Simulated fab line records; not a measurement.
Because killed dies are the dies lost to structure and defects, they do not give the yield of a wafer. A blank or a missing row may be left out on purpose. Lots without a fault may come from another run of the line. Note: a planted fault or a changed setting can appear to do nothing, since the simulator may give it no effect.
What tool caused it? ; flow gf180mcu ; 36 wafers from 12 lots sampled at 6 of the route's 602 steps

== WHAT EACH GAUGE READ, for each wafer ==
GF_MVPSD_TW_MEAS_11.
lot;measured;on;MVPSD_TW
L254;day 5 06:35;film-metro-04;547 544 546
L255;day 5 12:08;film-metro-04;542 541 544
L256;day 5 16:14;film-metro-03;561 563 562
L262;day 7 10:52;film-metro-01;568 567 568
L267;day 8 14:20;film-metro-03;551 554 552
L268;day 8 19:20;film-metro-03;553 554 549
L269;day 9 07:43;film-metro-04;545 541 542
L271;day 9 12:14;film-metro-01;554 551 551
L273;day 10 00:19;film-metro-04;540 535 536
L274;day 10 07:11;film-metro-03;543 541 545
L275;day 10 13:21;film-metro-01;554 554 556
L276;day 10 21:59;film-metro-04;540 540 537

GF_VT_IMPLANT_TW_MEAS_10.
lot;measured;on;VT_IMPLANT_TW
L254;day 5 22:23;film-metro-02;567 563 563
L255;day 6 02:05;film-metro-01;565 566 564
L256;day 6 06:41;film-metro-03;564 564 564
L262;day 8 02:13;film-metro-03;565 565 569
L267;day 9 06:53;film-metro-02;561 560 562
L268;day 9 12:23;film-metro-03;561 556 560
L269;day 10 01:38;film-metro-02;570 567 568
L271;day 10 05:47;film-metro-01;569 567 568
L273;day 10 18:23;film-metro-02;565 565 564
L274;day 11 01:06;film-metro-02;568 567 572
L275;day 11 08:25;film-metro-01;568 565 565
L276;day 11 16:29;film-metro-02;570 572 571

GF_VT_IMPLANT_RS_MEAS_49: a four-point-probe measurement.
lot;measured;on;MVPSD_RS (ohm/sq)
L254;day 7 20:04;film-metro-04;1179.1 1172.8 1178.1
L255;day 8 00:25;film-metro-03;1180.8 1177.1 1178.0
L256;day 8 06:33;film-metro-03;- - -
L262;day 10 06:07;film-metro-04;- - -
L267;day 11 14:04;film-metro-04;1181.2 1179.5 1180.0
L268;day 11 20:17;film-metro-04;1180.3 1180.1 1180.1
L269;day 12 10:31;film-metro-04;1178.8 1177.8 1177.9
L271;day 12 14:40;film-metro-04;1176.5 1175.5 1180.3
L273;day 13 04:36;film-metro-04;1177.7 1178.3 1177.6
L274;day 13 12:43;film-metro-01;1172.1 1174.3 1171.4
L275;day 13 20:14;film-metro-03;1175.1 1175.6 1179.0
L276;day 14 05:42;film-metro-04;1179.3 1179.7 1180.0

== EACH LOT AND THE TOOL THAT RAN IT (in order: tool; ch and the chambers of the sampled wafers; start) ==
lot;GF_DNWELL_STRIP_08;GF_MVSD_STRIP_10;GF_MVPSD_IMPLANT_09
L254;plasma-asher-02 ch 0,1, day 3 00:08;plasma-asher-01 ch 0,1, day 4 16:17;implanter-02 ch 0, day 5 06:20
L255;plasma-asher-04 ch 0,1, day 3 05:25;plasma-asher-01 ch 0,1, day 4 21:39;implanter-02 ch 0, day 5 11:53
L256;plasma-asher-04 ch 0,1, day 3 09:56;plasma-asher-04 ch 0,1, day 5 01:12;implanter-02 ch 0, day 5 15:59
L262;plasma-asher-03 ch 0,1, day 4 23:32;plasma-asher-03 ch 0,1, day 6 18:49;implanter-02 ch 0, day 7 10:40
L267;plasma-asher-03 ch 0,1, day 5 22:59;plasma-asher-01 ch 0,1, day 7 21:45;implanter-03 ch 0, day 8 14:05
L268;plasma-asher-03 ch 0,1, day 6 04:41;plasma-asher-01 ch 0,1, day 8 02:54;implanter-03 ch 0, day 8 19:05
L269;plasma-asher-03 ch 0,1, day 6 14:23;plasma-asher-04 ch 0,1, day 8 14:37;implanter-04 ch 0, day 9 07:31
L271;plasma-asher-02 ch 0,1, day 6 17:32;plasma-asher-03 ch 0,1, day 8 18:23;implanter-04 ch 0, day 9 11:59
L273;plasma-asher-03 ch 1, day 7 05:35;plasma-asher-04 ch 1, day 9 06:38;implanter-04 ch 0, day 10 00:04
L274;plasma-asher-02 ch 0,1, day 7 11:51;plasma-asher-04 ch 0,1, day 9 13:26;implanter-04 ch 0, day 10 06:56
L275;plasma-asher-04 ch 0,1, day 7 16:18;plasma-asher-04 ch 0,1, day 9 19:15;implanter-04 ch 0, day 10 13:07
L276;plasma-asher-04 ch 0,1, day 7 23:17;plasma-asher-03 ch 0,1, day 10 03:08;implanter-02 ch 0, day 10 21:44
- GF_DNWELL_STRIP_08: strips in O2/N2.
- GF_MVSD_STRIP_10: strips in O2/N2.
- GF_MVPSD_IMPLANT_09

== WHAT THE TOOLS THEMSELVES READ (means of the sampled wafers that have a number; where no wafer has one, the mark that the record gives instead) ==
GF_DNWELL_STRIP_08.
lot;tool;chamber-pressure-mTorr (mTorr);drypump-motor-current-A (A);heater-power-w (W);oes-product-au (a.u.);strip-time-to-endpoint-s (s)
L254;plasma-asher-02;1500.3;5.2;259;0.722;37.51
L255;plasma-asher-04;1500.9;5.9;320;0.727;37.34
L256;plasma-asher-04;1501.1;5.9;321;0.722;37.25
L262;plasma-asher-03;1500.7;5.3;336;0.722;37.47
L267;plasma-asher-03;1499.5;5.3;345;0.721;37.39
L268;plasma-asher-03;1501.4;5.3;341;0.719;37.36
L269;plasma-asher-03;1499.5;5.3;345;0.725;37.30
L271;plasma-asher-02;1500.2;5.4;268;0.724;37.33
L273;plasma-asher-03;1498.7;5.4;336;0.719;37.28
L274;plasma-asher-02;1499.3;5.2;260;0.720;37.38
L275;plasma-asher-04;1499.1;5.9;345;0.727;37.36
L276;plasma-asher-04;1498.8;5.9;320;0.722;37.35

GF_MVSD_STRIP_10.
lot;tool;chamber-pressure-mTorr (mTorr);drypump-motor-current-A (A);heater-power-w (W);oes-product-au (a.u.);strip-time-to-endpoint-s (s)
L254;plasma-asher-01;1501.4;5.57;343;0.722;36.98
L255;plasma-asher-01;1499.9;5.79;316;0.720;36.94
L256;plasma-asher-04;1498.1;5.87;324;0.727;36.97
L262;plasma-asher-03;1498.3;5.37;341;0.722;37.10
L267;plasma-asher-01;1500.6;5.57;346;0.722;36.97
L268;plasma-asher-01;1500.8;5.79;318;0.720;37.10
L269;plasma-asher-04;1500.1;5.86;344;0.723;36.87
L271;plasma-asher-03;1499.6;5.36;338;0.727;37.00
L273;plasma-asher-04;1500.2;5.87;363;0.718;36.88
L274;plasma-asher-04;1501.4;5.89;345;0.724;37.08
L275;plasma-asher-04;1500.2;5.88;319;0.722;36.96
L276;plasma-asher-03;1499.6;5.35;344;0.726;37.07

GF_MVPSD_IMPLANT_09.
lot;tool;tilt-deg (degrees)
L254;implanter-02;-0.005
L255;implanter-02;0.005
L256;implanter-02;14.391
L262;implanter-02;14.394
L267;implanter-03;-0.021
L268;implanter-03;0.003
L269;implanter-04;-0.027
L271;implanter-04;-0.017
L273;implanter-04;0.008
L274;implanter-04;-0.034
L275;implanter-04;0.005
L276;implanter-02;-0.027

== THE ANSWER, worked out from the rows above alone ==
Rule: what is usual is taken from the lots themselves. Put in order of their means at a reading, lots are off if they are a third of the lots or fewer, leave a main group of 4 or more, and stand apart from it by a gap of 3 or more times the standard deviation of the main group's means; of several such gaps the widest counts. The tables above print the reading to a certain number of digits; a main group whose means all agree to those digits is not used. Also off: a lot with no number at a reading for which 4 or more lots have one. All remaining lots with rows at the step are treated as sound. Order of review: gauges by route order, followed by the tools' own readings, for which a lot's mean as printed above is used. The first step at which some lot is off is used, and at that step the reading that is off furthest; a lot without a number counts as furthest.
Off: at GF_VT_IMPLANT_RS_MEAS_49 (MVPSD_RS), L256, L262. Without a number there: L256, L262. Main group: mean 1177.8 ohm/sq, sd 2.1.
If a tool, at a process step before that reading, ran all the lots that are off and no sound lot after the first of them, it fits. Not tried: the gauges at GF_VT_IMPLANT_RS_MEAS_49; whatever is off there is also off at GF_MVPSD_IMPLANT_09, on other tools, and gauge error can't account for it. Of those tried, none fits.

== WHAT THE SIMULATOR PUT IN ==
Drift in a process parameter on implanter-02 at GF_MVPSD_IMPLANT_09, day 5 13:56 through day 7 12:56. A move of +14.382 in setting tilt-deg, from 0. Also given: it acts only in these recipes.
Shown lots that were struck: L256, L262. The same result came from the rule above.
